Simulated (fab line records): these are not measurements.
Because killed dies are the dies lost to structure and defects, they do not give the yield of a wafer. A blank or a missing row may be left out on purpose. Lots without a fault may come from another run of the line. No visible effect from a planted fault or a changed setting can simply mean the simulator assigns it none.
Tool commonality check || flow gf180mcu || 12 lots, 36 wafers sampled

## WHY THIS WAS OPENED
Of 12 lots, 2 have the reading V4_W_RS flagged at GF_V4_RS_MEAS_24. Wafers without a fault read 0.331 ohm/sq, standard deviation 0.0037.
Rule: flag the lot when none of its wafers has a number, or when each of its wafers that has one lies beyond 4 standard deviations from that mean. The other lots count as sound.

{"lot": "L812", "measured": "day 24 01:50", "on": "film_metro-03", "V4_W_RS (ohm/sq), wafer by wafer": "0.330 0.336 0.330", "flag": ""}
{"lot": "L816", "measured": "day 25 17:50", "on": "film_metro-03", "V4_W_RS (ohm/sq), wafer by wafer": "0.391 0.394 0.387", "flag": "FLAGGED"}
{"lot": "L818", "measured": "day 26 08:40", "on": "film_metro-03", "V4_W_RS (ohm/sq), wafer by wafer": "0.393 0.399 0.397", "flag": "FLAGGED"}
{"lot": "L823", "measured": "day 28 02:04", "on": "film_metro-01", "V4_W_RS (ohm/sq), wafer by wafer": "0.326 0.326 0.330", "flag": ""}
{"lot": "L824", "measured": "day 28 21:05", "on": "film_metro-03", "V4_W_RS (ohm/sq), wafer by wafer": "0.326 0.326 0.331", "flag": ""}
{"lot": "L828", "measured": "day 29 18:16", "on": "film_metro-03", "V4_W_RS (ohm/sq), wafer by wafer": "0.330 0.330 0.331", "flag": ""}
{"lot": "L830", "measured": "day 29 23:01", "on": "film_metro-01", "V4_W_RS (ohm/sq), wafer by wafer": "0.325 0.329 0.327", "flag": ""}
{"lot": "L829", "measured": "day 30 00:11", "on": "film_metro-01", "V4_W_RS (ohm/sq), wafer by wafer": "0.329 0.331 0.331", "flag": ""}
{"lot": "L831", "measured": "day 30 08:29", "on": "film_metro-03", "V4_W_RS (ohm/sq), wafer by wafer": "0.333 0.331 0.339", "flag": ""}
{"lot": "L832", "measured": "day 30 16:27", "on": "film_metro-03", "V4_W_RS (ohm/sq), wafer by wafer": "0.336 0.334 0.335", "flag": ""}
{"lot": "L834", "measured": "day 31 05:47", "on": "film_metro-01", "V4_W_RS (ohm/sq), wafer by wafer": "0.326 0.327 0.333", "flag": ""}
{"lot": "L835", "measured": "day 31 22:11", "on": "film_metro-03", "V4_W_RS (ohm/sq), wafer by wafer": "0.332 0.333 0.332", "flag": ""}
Average over the flagged lots: 0.394 ohm/sq; offset from the usual +0.062 ohm/sq, equal to +17 standard deviations.

## WHICH TOOL RAN EACH LOT
Before the reading, the record contains 2 process steps out of a 602-step route. Read each cell as the tool, then ch plus the chambers that the sampled wafers visited, then the start.
{"lot": "L812", "flag": "", "GF_M4_SPUTTER_04": "pvd_sputter-04, day 22 01:11", "GF_V4_CVD_23": "cvd_w-02 ch 0,1, day 24 01:43"}
{"lot": "L816", "flag": "FLAGGED", "GF_M4_SPUTTER_04": "pvd_sputter-01, day 23 20:29", "GF_V4_CVD_23": "cvd_w-02 ch 0,1, day 25 17:44"}
{"lot": "L818", "flag": "FLAGGED", "GF_M4_SPUTTER_04": "pvd_sputter-01, day 24 12:08", "GF_V4_CVD_23": "cvd_w-02 ch 0,1, day 26 08:33"}
{"lot": "L823", "flag": "", "GF_M4_SPUTTER_04": "pvd_sputter-01, day 26 07:50", "GF_V4_CVD_23": "cvd_w-01 ch 0, day 28 01:54"}
{"lot": "L824", "flag": "", "GF_M4_SPUTTER_04": "pvd_sputter-03, day 27 03:20", "GF_V4_CVD_23": "cvd_w-01 ch 0,1, day 28 20:59"}
{"lot": "L828", "flag": "", "GF_M4_SPUTTER_04": "pvd_sputter-01, day 28 02:14", "GF_V4_CVD_23": "cvd_w-01 ch 1, day 29 18:08"}
{"lot": "L830", "flag": "", "GF_M4_SPUTTER_04": "pvd_sputter-04, day 28 07:01", "GF_V4_CVD_23": "cvd_w-01 ch 0,1, day 29 22:54"}
{"lot": "L829", "flag": "", "GF_M4_SPUTTER_04": "pvd_sputter-04, day 28 08:10", "GF_V4_CVD_23": "cvd_w-02 ch 1, day 29 23:58"}
{"lot": "L831", "flag": "", "GF_M4_SPUTTER_04": "pvd_sputter-01, day 28 16:47", "GF_V4_CVD_23": "cvd_w-02 ch 0,1, day 30 08:21"}
{"lot": "L832", "flag": "", "GF_M4_SPUTTER_04": "pvd_sputter-01, day 29 00:50", "GF_V4_CVD_23": "cvd_w-01 ch 0,1, day 30 16:19"}
{"lot": "L834", "flag": "", "GF_M4_SPUTTER_04": "pvd_sputter-03, day 29 14:55", "GF_V4_CVD_23": "cvd_w-01 ch 0, day 31 05:39"}
{"lot": "L835", "flag": "", "GF_M4_SPUTTER_04": "pvd_sputter-01, day 29 23:31", "GF_V4_CVD_23": "cvd_w-02 ch 0,1, day 31 21:53"}
These steps, and what they do:
- GF_M4_SPUTTER_04: material TiN, target thk 50 nm, time 41.7 s.
- GF_V4_CVD_23: deposits W, target thk 350 nm, time 104.9 s.
- GF_V4_RS_MEAS_24: measures by four-point-probe.

## FLAGGED AGAINST TOTAL, ONE TOOL AT A TIME (gauges that did the reading follow at the end)
{"step": "GF_M4_SPUTTER_04", "tool": "pvd_sputter-01", "lots run": 7, "flagged": 2, "share of the flagged lots": "all", "sound lots run after its first flagged lot": "5 (L823,L828,L831,L832,L835)"}
{"step": "GF_M4_SPUTTER_04", "tool": "pvd_sputter-03", "lots run": 2, "flagged": 0, "share of the flagged lots": "none", "sound lots run after its first flagged lot": "-"}
{"step": "GF_M4_SPUTTER_04", "tool": "pvd_sputter-04", "lots run": 3, "flagged": 0, "share of the flagged lots": "none", "sound lots run after its first flagged lot": "-"}
{"step": "GF_V4_CVD_23", "tool": "cvd_w-01", "lots run": 6, "flagged": 0, "share of the flagged lots": "none", "sound lots run after its first flagged lot": "-"}
{"step": "GF_V4_CVD_23", "tool": "cvd_w-02", "lots run": 6, "flagged": 2, "share of the flagged lots": "all", "sound lots run after its first flagged lot": "3 (L829,L831,L835)"}
{"step": "GF_V4_RS_MEAS_24", "tool": "film_metro-01", "lots run": 4, "flagged": 0, "share of the flagged lots": "none", "sound lots run after its first flagged lot": "-"}
{"step": "GF_V4_RS_MEAS_24", "tool": "film_metro-03", "lots run": 8, "flagged": 2, "share of the flagged lots": "all", "sound lots run after its first flagged lot": "5 (L824,L828,L831,L832,L835)"}

## WHAT THE TABLE PERMITS
In the table, 3 rows ran each flagged lot (pvd_sputter-01 at GF_M4_SPUTTER_04; cvd_w-02 at GF_V4_CVD_23; film_metro-03 at GF_V4_RS_MEAS_24).
- pvd_sputter-01 at GF_M4_SPUTTER_04: 2 of its 7 lots flagged. Sound lots followed the first flagged one (L823, L828, L831, L832, L835) on it, something a lasting fault affecting the whole tool could not allow.
- cvd_w-02 at GF_V4_CVD_23: 2 of its 6 lots flagged. Sound lots followed the first flagged one (L829, L831, L835) on it, something a lasting fault affecting the whole tool could not allow. Its own readings (chamber_pressure_Torr) fall more than 4 standard deviations out on all wafers of the flagged lots.
- film_metro-03 at GF_V4_RS_MEAS_24: 2 of its 8 lots flagged. Sound lots followed the first flagged one (L824, L828, L831, L832, L835) on it, something a lasting fault affecting the whole tool could not allow.
None of the table's rows ran every flagged lot and, after the first, no sound lot.

## WHAT THE SIMULATOR PUT IN
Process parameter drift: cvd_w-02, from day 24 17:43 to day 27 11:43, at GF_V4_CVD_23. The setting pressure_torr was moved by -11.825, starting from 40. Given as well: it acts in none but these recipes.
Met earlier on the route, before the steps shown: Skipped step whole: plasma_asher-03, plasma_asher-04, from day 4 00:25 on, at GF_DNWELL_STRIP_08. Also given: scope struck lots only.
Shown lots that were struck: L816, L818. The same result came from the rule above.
